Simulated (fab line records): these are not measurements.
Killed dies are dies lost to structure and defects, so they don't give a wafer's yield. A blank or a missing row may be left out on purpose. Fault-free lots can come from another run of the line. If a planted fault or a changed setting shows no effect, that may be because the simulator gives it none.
A struck lot beside a sound one || flow sky130 || 15 steps out of a route of 708
Sound: the wafers L659.3, L659.4, L659.5. Wafers L668.2, L668.3, L668.5 were the ones struck. The cause is named last.
Each step with rows lists, per side, the tool, then ch with its chambers, then its first start. Under that, the readings that differ: sound wafers || struck wafers || difference of the means || sigmas: that difference in standard deviations of wafers without a fault.
alike: words and numbers the same on both sides, and readings whose means are apart by under 2 such deviations; not compared: readings that were withheld, readings missing a value for some wafer, numbers with overlapping values and no deviation given by the record, and bounds like >300 which may hide the same value.
A row with sigmas, a row that says differs or no value, or rows on one side alone: a step with any of these is where the two part. Non-overlapping numbers with no deviation appear without sigmas and do not part them. Lack of a reading on every wafer of one side parts them only where that side has two or more wafers.

first, 7 steps without rows for these wafers: SKY_RES_XHIGH_HMDS_01 (prime time 60 s); SKY_RES_XHIGH_COAT_02 (resist thk 1140 nm); SKY_RES_XHIGH_SOFTBAKE_03 (time 60 s); SKY_RES_XHIGH_EXPOSE_04 (exposes mask URPM, target cd 1270 nm); SKY_RES_XHIGH_PEB_05; SKY_RES_XHIGH_DEVELOP_06 (develop time 60 s); SKY_RES_XHIGH_IMPLANT_07.
SKY_RES_XHIGH_STRIP_08: strips in O2/N2.
  sound on plasma-asher-04 ch 0,1, day 29 21:11; struck on plasma-asher-01 ch 0,1, day 33 01:44
  alike: chamber-pressure-mTorr, drypump-motor-current-A, oes-product-au, strip-time-to-endpoint-s
  not compared: rf-hours-counter-h
SKY_RES_XHIGH_TW_MEAS_09:
  struck on film-metro-02, day 33 01:50; sound on film-metro-04, day 29 21:16
  alike: RES_XHIGH_TW
then, 3 steps without rows for these wafers: SKY_SD_N_DEHYDRATE_00 (time 60 s); SKY_SD_N_HMDS_01 (prime time 60 s); SKY_SD_N_COAT_02 (resist thk 1140 nm).
SKY_SD_N_SOFTBAKE_03: time 60 s.
  sound on litho-track-02 ch 0, day 30 11:08; struck on litho-track-02 ch 0, day 33 15:07
{"reading": "heater-power-total-W (W)", "sound": "56.59 56.49 56.57", "struck": "57.45 57.45 57.54", "difference": "+0.93", "sigmas": "+20"}
{"reading": "plate-temp-C (C)", "sound": "90.07 89.87 89.89", "struck": "90.80 90.81 90.88", "difference": "+0.89", "sigmas": "+7"}
then, 1 step without rows for these wafers: SKY_SD_N_EXPOSE_04 (exposes mask NSDM, target cd 380 nm).
-- the record jumps here: 17 days lie between the struck wafers' starts before and after (it left off in module SD_N and takes up again in module PAD_OPEN, whose first step shown is number 708 of the route) --
SKY_PAD_OPEN_PROBE_99:
  struck on prober-01, day 50 03:28; sound on prober-01, day 48 01:26
  alike: killed_at_M0_to_M3, killed_at_M4_up, killed-at-contacts, killed-at-front-end, killed-at-other, killed-dies, killed-open, killed-short

WHERE THEY PART
Within this record, at SKY_SD_N_SOFTBAKE_03 only. Later steps at which nothing parts them and some readings are alike: SKY_PAD_OPEN_PROBE_99.

WHY: the cause the simulator had injected
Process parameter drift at SKY_SD_N_SOFTBAKE_03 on litho-track-02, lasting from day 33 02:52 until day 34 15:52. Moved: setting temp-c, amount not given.
